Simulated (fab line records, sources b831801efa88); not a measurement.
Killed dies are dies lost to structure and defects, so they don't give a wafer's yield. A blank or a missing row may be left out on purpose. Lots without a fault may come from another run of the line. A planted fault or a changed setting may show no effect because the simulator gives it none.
fab line records | flow sky130
record lots=5 wafers=15 last_day=49
route steps=708 shown VIA4@644 PAD_OPEN@708
lots that met no fault: from a run of the same line without faults
start_h: hours from the record's first day to the start of the lot's first wafer shown | wait_h: hours since the lot's step before | " the same as in the row above | L1.1+2: a row that stands for several wafers | - no value, or no start given | * or withheld: withheld | < > ~ a bound
route shown NAME@n: a module of which the file shows steps, and the number in the route of the first | usual: mean/standard deviation of fault-free wafers | same: alike in all rows | chamber/n: place in a boat | sites: the reading at each site | _std_site: their standard deviation | _edge_site: outer sites' mean less inner sites' | radius_mm: how far each site lies from the wafer's centre | mask NAME#n: copy n | behind: the tool/chamber that last shaped the wafer | hold: why the lot was held/for how many hours/how that ended | device: the transistor (n, p or np) that didn't switch | end of line: the same wafers' tests at the end of the route | a step without rows: its recipe alone | killed: dies lost to structure and defects at the first sort, not the wafer's yield | map: a wafer's dies, x killed, . not, _ none there
set.NAME: the setting as run; set.NAME@STEP: as run at that earlier step | model.NAME: the simulator's own value behind a step, which no gauge read
lots at some steps of the route; a table a step, a row a wafer
services: from which hour (start_h, from the record's first day; less than 0 if before it) a tool's chamber was out of use, for how many hours, and why
## steps
# step SKY_VIA4_HMDS_05
# recipe prime_time_s=60 prime_temp_c=120
# step SKY_VIA4_COAT_06
# recipe resist=NOVOLAK spin_rpm=3000 resist_thk_nm=1140
# step SKY_VIA4_SOFTBAKE_07
# recipe temp_c=90 time_s=60 resist=NOVOLAK
# step SKY_VIA4_EXPOSE_08
# recipe mask_id=VIM4 na=0.6 source_shape=conventional sigma_outer=0.6 polarization=unpolarized target_cd_nm=800 dose_mj=132
# step SKY_VIA4_PEB_09
# recipe temp_c=withheld time_s=* resist=NOVOLAK
# step SKY_VIA4_DEVELOP_10
# recipe resist=NOVOLAK developer=TMAH develop_time_s=60 dev_temp_c=23
# step SKY_VIA4_OVL_MEAS_11
# usual VIA4_OVL=-0.7/1.5
# columns lot.wafer tool chamber start_h wait_h VIA4_OVL[nm]
L642.1 overlay-01 - 1024.70 0.1 -4.2
L642.3 " - " " -3.7
L642.6 " - " " -3.3
L644.1 overlay-02 - 1047.02 0.1 -2.4
L644.3 " - " " -2.0
L644.4 " - " " -1.6
L649.1 overlay-01 - 1071.52 0.1 -0.6
L649.4 " - " " -0.7
L649.5 " - " " -2.5
L653.2 overlay-02 - 1104.10 0.1 -0.9
L653.4 " - " " -2.1
L653.6 " - " " -0.5
L658.2 overlay-02 - 1129.35 0.1 -0.4
L658.3 " - " " 1.2
L658.6 " - " " -0.3
# step SKY_VIA4_ETCH_12
# recipe target=SiO2 chemistry=C4F8/O2/Ar stop_on=TiN mask_material=NOVOLAK source_w=1500 bias_w=1200 pressure_mtorr=40 c4f8_flow_sccm=withheld O2_flow_sccm=6 Ar_flow_sccm=300 time_s=withheld target_depth_a=5800
# usual oes_product_au=0.926/0.0053
# columns lot.wafer tool chamber start_h wait_h oes_product_au
L642.1 rie_diel-02 1 1024.74 0.0 0.918
L642.3 " 3 " " 0.926
L642.6 " 0 " " 0.926
L644.1 rie_diel-02 0 1047.06 0.0 0.922
L644.3 " 2 " " 0.932
L644.4 " 1 " " 0.917
L649.1 rie_diel-04 3 1071.56 0.0 0.921
L649.4 " 3 " " 0.935
L649.5 " 2 " " 0.931
L653.2 rie_diel-04 2 1104.13 0.0 0.926
L653.4 " 3 " " 0.919
L653.6 " 0 " " 0.922
L658.2 rie_diel-03 1 1129.38 0.0 0.925
L658.3 " 0 " " 0.921
L658.6 " 0 " " 0.923
# step SKY_VIA4_STRIP_13
# recipe chemistry=O2/N2 power_w=1400 pressure_mtorr=1500 platen_temp_c=withheld o2_flow_sccm=3000 n2_flow_sccm=300 overash_fraction=0.5
# usual drypump_motor_current_A=5.78/0.3 oes_product_au=0.710/0.0044 strip_time_to_endpoint_s=12.799/0.029
# columns lot.wafer tool chamber start_h wait_h drypump_motor_current_A oes_product_au rf_hours_counter_h strip_time_to_endpoint_s
L642.1 plasma_asher-04 0 1024.81 - 6.16 0.719 58 12.813
L642.3 " 1 " " 5.52 0.708 - 12.823
L642.6 " 0 " " 6.14 0.709 - 12.757
L644.1 plasma_asher-03 1 1047.13 - 5.44 0.720 29 12.782
L644.3 " 0 " " 5.98 0.713 - 12.803
L644.4 " 1 " " 5.44 0.703 - 12.804
L649.1 plasma_asher-03 0 1071.63 - 6.00 0.713 32 12.831
L649.4 " 0 " " 5.98 0.714 - 12.818
L649.5 " 0 " " 5.98 0.712 - 12.842
L653.2 plasma_asher-03 1 1104.20 - 5.42 0.714 35 12.778
L653.4 " 1 " " 5.42 0.717 - 12.817
L653.6 " 1 " " 5.41 0.711 - 12.817
L658.2 plasma_asher-04 0 1129.45 - 6.16 0.714 67 12.867
L658.3 " 1 " " 5.53 0.711 - 12.812
L658.6 " 1 " " 5.50 0.710 - 12.809
# step SKY_VIA4_STRIP_14
# recipe chemistry=post_etch_residue_remover time_s=1200 temp_c=72.5
# step SKY_VIA4_CLEAN_15
# recipe chemistry=IPA time_s=180 temp_c=25
# step SKY_VIA4_CLEAN_16
# recipe chemistry=O3/DIW dry=n2_spin
# step SKY_VIA4_SPUTTER_17
# recipe material=TiN target_thk_nm=20 chamber_pressure_pa=5 power_w=4000 time_s=80
# usual throttle_valve_pct=30.0/1.1
# columns lot.wafer tool chamber start_h wait_h throttle_valve_pct model.TiN_of_VIA4_SPUTTER_17.thk_nm
L642.1 pvd_sputter-04 - 1025.44 0.0 30.0 19.87
L642.3 " - " " 27.4 20.46
L642.6 " - " " 27.4 20.35
L644.1 pvd_sputter-01 - 1047.72 0.0 29.6 20.28
L644.3 " - " " 29.8 19.99
L644.4 " - " " 31.2 19.85
L649.1 pvd_sputter-01 - 1072.33 0.0 31.2 35.02
L649.4 " - " " 29.2 35.61
L649.5 " - " " 30.9 35.09
L653.2 pvd_sputter-03 - 1104.79 0.0 28.9 20.28
L653.4 " - " " 28.7 19.93
L653.6 " - " " 28.9 20.05
L658.2 pvd_sputter-03 - 1130.09 0.0 30.8 19.63
L658.3 " - " " 31.6 19.35
L658.6 " - " " 31.7 19.4
# step SKY_VIA4_CVD_18
# recipe material=W target_thk_nm=505 time_s=152.14 temp_c=400 pressure_torr=40
# usual heater_power_outer_w=505/35 heater_power_w=843/56
# same time_s=152.14
# columns lot.wafer tool chamber start_h wait_h heater_power_outer_w heater_power_w
L642.1 cvd_w-02 1 1025.50 0.0 554 830
L642.3 " 1 " " 544 863
L642.6 " 1 " " 527 847
L644.1 cvd_w-01 0 1047.78 0.0 477 858
L644.3 " 0 " " 478 843
L644.4 " 1 " " 534 904
L649.1 cvd_w-02 1 1072.39 0.0 541 843
L649.4 " 0 " " 462 736
L649.5 " 0 " " 475 745
L653.2 cvd_w-01 1 1104.86 0.0 542 895
L653.4 " 0 " " 489 856
L653.6 " 1 " " 549 926
L658.2 cvd_w-02 1 1130.15 0.0 543 857
L658.3 " 1 " " 543 848
L658.6 " 0 " " 463 741
# step SKY_VIA4_RS_MEAS_19
# recipe thk_meas_gauge=four-point-probe reads=W_of_VIA4_CVD_18+TiN_of_VIA4_SPUTTER_17
# usual VIA4_W_RS=0.2250/0.003
# columns lot.wafer tool chamber start_h wait_h hold VIA4_W_RS[ohm/sq]
L642.1 film_metro-03 - 1025.65 0.1 - 0.2286
L642.3 " - " " - 0.2278
L642.6 " - " " - 0.2273
L644.1 film_metro-04 - 1047.94 0.1 - 0.2259
L644.3 " - " " - 0.2252
L644.4 " - " " - 0.2207
L649.1 film_metro-01 - 1072.54 0.1 await_dispo/0.2h/release 0.2224
L649.4 " - " " await_dispo/0.2h/release 0.2179
L649.5 " - " " await_dispo/0.2h/release 0.2184
L649.1 film_metro-01 - 1072.84 0.3 - 0.2225
L649.4 " - " " - 0.2178
L649.5 " - " " - 0.2184
L653.2 film_metro-04 - 1105.03 0.1 - 0.2255
L653.4 " - " " - 0.2289
L653.6 " - " " - 0.2246
L658.2 film_metro-03 - 1130.32 0.1 - 0.2227
L658.3 " - " " - 0.2200
L658.6 " - " " - 0.2201
# step SKY_VIA4_THK_MEAS_20
# recipe thk_meas_gauge=xrf reads=W_of_VIA4_CVD_18
# usual VIA4_W_THK=495/9
# columns lot.wafer tool chamber start_h wait_h hold VIA4_W_THK[nm]
L642.1 film_metro-03 - 1025.77 0.1 - 497
L642.3 " - " " - 499
L642.6 " - " " - 494
L644.1 film_metro-04 - 1048.06 0.1 - 490
L644.3 " - " " - 491
L644.4 " - " " - 499
L649.1 film_metro-01 - 1075.34 2.5 await_dispo/2.4h/release 505
L649.4 " - " " await_dispo/2.4h/release 514
L649.5 " - " " await_dispo/2.4h/release 513
L653.2 film_metro-04 - 1105.14 0.1 - 489
L653.4 " - " " - 484
L653.6 " - " " - 492
L658.2 film_metro-03 - 1130.43 0.1 - 506
L658.3 " - " " - 514
L658.6 " - " " - 510
# step SKY_PAD_OPEN_PROBE_99
# usual defect_limited_yield=82.6/2 killed_at_M0_to_M3=44/7.3 killed_at_M4_up=3.1/1.6 killed_at_contacts=24/5.4 killed_at_front_end=15/4 killed_at_other=0.2/0.49 killed_dies=86/10 killed_open=48/7.3 killed_short=38/6.3 sort_bin_3_pad_short=0.8/0.45 sort_bin_5_function=10.3/1.5 sort_bin_6_memory=6.3/1.2 sort_n_pass=406/10 sort_yield_pct=82.6/2
# same gross_dies=492 killed_at_back_side=0 sort_bin_4_leakage[%]=0 sort_bin_8_speed[%]=0
# columns lot.wafer tool chamber start_h wait_h defect_limited_yield[%] killed_at_M0_to_M3 killed_at_M4_up killed_at_contacts killed_at_front_end killed_at_other killed_dies killed_open killed_short sort_bin_3_pad_short[%] sort_bin_5_function[%] sort_bin_6_memory[%] sort_n_pass sort_yield_pct[%]
L644.1 prober-02 - 1113.42 0.1 86.2 38 3 13 14 0 68 37 31 0.2 9.3 4.3 424 86.2
L644.3 prober-02 - 1113.52 0.2 85.8 39 2 15 14 0 70 41 29 0.6 8.7 4.9 422 85.8
L644.4 prober-02 - 1113.57 0.2 83.9 43 6 17 13 0 79 54 25 0.4 10.2 5.5 413 83.9
L649.1 prober-01 - 1136.60 0.1 81.1 45 1 32 15 0 93 55 38 0.8 10.6 7.5 399 81.1
L649.4 prober-01 - 1136.75 0.2 78.7 59 0 30 16 0 105 57 48 1.4 12.2 7.7 387 78.7
L649.5 prober-01 - 1136.80 0.2 82.3 42 0 23 21 1 87 47 40 0.6 11.2 5.9 405 82.3
L658.2 prober-01 - 1187.63 0.1 78.0 51 3 36 17 1 108 61 47 0.8 12.0 9.1 384 78.0
L658.3 prober-01 - 1187.68 0.2 82.9 46 5 24 9 0 84 49 35 0.6 12.0 4.5 408 82.9
L658.6 prober-01 - 1187.83 0.2 81.3 57 1 19 15 0 92 41 51 1.0 12.0 5.7 400 81.3
# killed by level:class
L644.1 VIA1:geometric_particle:open=12 VIA2:geometric_particle:open=5 LI_CONTACT:geometric_particle:open=4 CONTACT:geometric_particle:open=4 VIA1:geometric_particle:short=4 VIA3:geometric_particle:open=4 FIELD_ISO:geometric_particle:short=3 CONTACT:geometric_particle:short=3
L644.3 VIA1:geometric_particle:open=10 FIELD_ISO:geometric_particle:open=6 LI_CONTACT:geometric_particle:open=6 VIA1:geometric_particle:short=6 CONTACT:geometric_particle:open=5 VIA3:geometric_particle:short=4 POLY_GATE:geometric_particle:open=3 METAL3:geometric_particle:short=3
L644.4 VIA1:geometric_particle:open=11 LI_CONTACT:geometric_particle:open=9 VIA2:geometric_particle:open=8 FIELD_ISO:geometric_particle:open=5 POLY_GATE:geometric_particle:open=5 VIA1:geometric_particle:short=5 CONTACT:geometric_particle:open=4 METAL3:geometric_particle:short=4
L649.1 CONTACT:geometric_particle:open=16 METAL1:geometric_particle:short=10 VIA2:geometric_particle:open=9 LI_CONTACT:geometric_particle:open=8 VIA1:geometric_particle:open=8 POLY_GATE:geometric_particle:open=6 POLY_GATE:geometric_particle:short=4 CONTACT:geometric_particle:short=4
L649.4 CONTACT:geometric_particle:open=14 VIA1:geometric_particle:open=10 LI_CONTACT:geometric_particle:open=7 METAL1:geometric_particle:short=7 VIA3:geometric_particle:open=7 METAL2:geometric_particle:short=6 METAL3:geometric_particle:short=6 VIA3:geometric_particle:short=6
L649.5 VIA1:geometric_particle:open=9 CONTACT:geometric_particle:open=7 VIA2:geometric_particle:open=7 FIELD_ISO:geometric_particle:open=5 POLY_GATE:geometric_particle:short=5 LOCAL_INTERCONNECT:geometric_particle:short=5 VIA2:geometric_particle:short=5 VIA3:geometric_particle:open=5
L658.2 VIA1:geometric_particle:open=12 LI_CONTACT:geometric_particle:open=9 CONTACT:geometric_particle:open=9 VIA3:geometric_particle:open=8 FIELD_ISO:geometric_particle:open=7 VIA2:geometric_particle:open=7 METAL2:geometric_particle:short=7 LOCAL_INTERCONNECT:geometric_particle:short=6
L658.3 VIA1:geometric_particle:open=13 CONTACT:geometric_particle:open=10 VIA2:geometric_particle:open=7 LI_CONTACT:geometric_particle:open=6 VIA3:geometric_particle:open=6 METAL2:geometric_particle:short=5 LI_CONTACT:geometric_particle:short=5 METAL4:geometric_particle:short=5
L658.6 VIA1:geometric_particle:open=12 METAL2:geometric_particle:short=11 FIELD_ISO:geometric_particle:short=8 CONTACT:geometric_particle:open=7 VIA2:geometric_particle:open=7 CONTACT:geometric_particle:short=5 VIA3:geometric_particle:open=5 METAL1:geometric_particle:short=4
## services
# columns tool chamber start_h hours kind
plasma_asher-03 - 1003.45 2.8 pm
pvd_sputter-03 - 1006.96 2.2 repair
pvd_sputter-01 1 1018.72 - consumable_replace:kit
pvd_sputter-01 1 1018.72 18.0 scheduled_down
pvd_sputter-01 1 1018.72 18.0 vent_cycle
pvd_sputter-03 1 1021.12 - consumable_replace:kit
pvd_sputter-03 1 1021.12 18.0 scheduled_down
pvd_sputter-03 1 1021.12 18.0 vent_cycle
plasma_asher-03 - 1035.15 7.0 repair
pvd_sputter-04 - 1055.98 5.3 repair
plasma_asher-04 - 1059.84 15.6 pm
rie_diel-04 1 1064.42 10.2 repair
pvd_sputter-04 3 1069.07 - consumable_replace:kit
pvd_sputter-04 3 1069.07 18.0 scheduled_down
pvd_sputter-04 3 1069.07 18.0 vent_cycle
rie_diel-04 0 1079.40 3.8 repair
cvd_w-01 - 1083.38 0.7 repair
pvd_sputter-04 - 1091.96 14.1 repair
rie_diel-03 3 1110.49 - clean
rie_diel-03 3 1110.49 22.9 scheduled_down
rie_diel-03 3 1110.49 22.9 vent_cycle
## key
first_sign step=SKY_VIA4_RS_MEAS_19 reading=visit direction=added
effect none on later readings
model_effect step=SKY_VIA4_SPUTTER_17 value=TiN_of_VIA4_SPUTTER_17.thk_nm without=19.71 struck=35.24
met_at SKY_VIA4_SPUTTER_17
struck_wafers L649.1,L649.4,L649.5
onset_between 1047.72 1072.33
fault kind=process_parameter_drift tool=pvd_sputter-01 chamber=- onset_h=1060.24 steps=SKY_VIA4_SPUTTER_17 channel=target_thk_nm offset=15.535 shape=step end_h=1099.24 acts_in=these_recipes_only stated=20
